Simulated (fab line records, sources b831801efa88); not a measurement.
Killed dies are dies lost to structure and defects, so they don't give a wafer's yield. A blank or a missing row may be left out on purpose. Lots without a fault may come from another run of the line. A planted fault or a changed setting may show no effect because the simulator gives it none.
Chamber matching | flow sky130 | SKY_VIA1_CMP_02 on cmp-02: 4 sister chambers
The step polishes SiO2. 14 wafers are shown with their chamber, then 7 later ones without.

WAFERS WITH THEIR CHAMBER
wafer  | chamber | motor_current_A (A) | retaining_ring_pressure_frac | platen_rpm (rpm)
L469.1 | 0       | 11.5                | 1.001                        | 59.95
L469.2 | 3       | 12.5                | 1.000                        | 59.98
L469.6 | 2       | 13.4                | 1.005                        | 59.93
L472.1 | 1       | 13.6                | 1.000                        | 60.02
L472.2 | 3       | 13.5                | 1.004                        | 59.98
L472.6 | 0       | 10.8                | 0.994                        | 60.05
L473.4 | 1       | 13.4                | 1.005                        | 59.96
L473.5 | 3       | 13.4                | 0.999                        | 60.08
L473.6 | 0       | 10.7                | 0.998                        | 60.00
L474.1 | 2       | 13.8                | 0.987                        | 60.00
L474.3 | 1       | 13.6                | 1.004                        | 59.99
L474.6 | 3       | 12.7                | 0.995                        | 59.97
L488.4 | 1       | 14.6                | 1.005                        | 59.94
L488.5 | 0       | 11.0                | 0.998                        | 60.06

SIGNATURES (means of the wafers above)
reading                      | chamber 0 | chamber 1 | chamber 2 | chamber 3 | scatter within a chamber
motor_current_A              | 11.000    | 13.800    | 13.600    | 13.025    | 0.457
retaining_ring_pressure_frac | 0.99775   | 1.00350   | 0.99600   | 0.99950   | 0.00495
platen_rpm                   | 60.0150   | 59.9775   | 59.9650   | 60.0025   | 0.0468
Rule: a wafer's distance from a chamber is the root of the sum, over the readings, of the square of ((its reading less the chamber's mean) divided by the reading's scatter). The wafer belongs to the nearest chamber; if the next one is less than 2 further off, it can't be placed. The scatter: the root of (the sum of the squares of (reading less its chamber's mean) over the shown wafers, divided by (wafers less chambers)).

WAFERS WITHOUT THEIR CHAMBER
wafer  | motor_current_A (A) | retaining_ring_pressure_frac | platen_rpm (rpm)
L488.6 | 12.9                | 1.003                        | 60.03
L489.3 | 14.4                | 0.994                        | 60.01
L489.4 | 13.6                | 0.999                        | 60.02
L489.6 | 11.2                | 0.991                        | 59.94
L492.1 | 14.4                | 1.008                        | 59.93
L492.2 | 13.0                | 1.004                        | 59.99
L492.6 | 13.7                | 0.999                        | 60.02

WHICH CHAMBER EACH WENT THROUGH
wafer  | from the rows above          | in truth
L488.6 | can't be placed: 3 or 1 or 2 | 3
L489.3 | can't be placed: 2 or 1 or 3 | 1
L489.4 | can't be placed: 3 or 2 or 1 | 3
L489.6 | 0                            | 0
L492.1 | can't be placed: 1 or 2 or 3 | 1
L492.2 | can't be placed: 3 or 1 or 2 | 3
L492.6 | can't be placed: 1 or 2 or 3 | 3
Placed correctly: 1 of 7. Can't be placed from these rows: 6 (the true chamber is among the candidates in 6). Placed wrongly: 0.
